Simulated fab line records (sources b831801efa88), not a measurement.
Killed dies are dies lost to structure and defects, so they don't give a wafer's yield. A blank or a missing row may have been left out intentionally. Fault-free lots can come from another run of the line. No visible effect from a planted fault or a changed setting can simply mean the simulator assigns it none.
Chamber matching -- flow sky130 -- SKY_VIA1_CMP_24 on cmp-01: 4 sister chambers
The step polishes, stops on SiO2, t overpolish 15 s, target thk 0 nm. 4 wafers are shown with their chamber, then 9 later ones without.

## WAFERS PAIRED WITH THEIR CHAMBERS
wafer,chamber,motor-current-A (A)
L851.2,0,12.5
L853.1,1,12.3
L853.2,3,10.2
L853.4,2,10.1

## WAFERS MISSING THEIR CHAMBER
wafer,motor-current-A (A)
L857.2,10.2
L857.3,13.4
L857.4,12.4
L858.1,12.1
L858.5,10.3
L858.6,12.9
L859.3,12.2
L859.4,13.3
L859.6,11.4

## WHICH CHAMBER EACH WENT THROUGH
wafer,from the rows above,in truth
L857.2,can't be placed: 3 or 2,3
L857.3,can't be placed: 0 or 1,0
L857.4,can't be placed: 0 or 1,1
L858.1,can't be placed: 1 or 0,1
L858.5,can't be placed: 3 or 2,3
L858.6,can't be placed: 0 or 1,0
L859.3,can't be placed: 1 or 0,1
L859.4,can't be placed: 0 or 1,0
L859.6,can't be placed: 1 or 0 or 3 or 2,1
Placed correctly: 0 of 9. Not placeable from these rows: 9 (in 9, the candidates include the true chamber). Number placed wrongly: 0.
How it was worked out, from the rows above alone: a wafer's distance from a chamber is the root of the sum, over the readings, of the square of ((its reading less the chamber's mean) divided by the reading's scatter). The wafer belongs to the nearest chamber; if the next one is less than 2 further off, it can't be placed. Each chamber's mean is taken over the wafers shown for it. The scatter: with one shown wafer a chamber, the root of the mean of the squares of how far each hidden wafer lies from its nearest shown one.
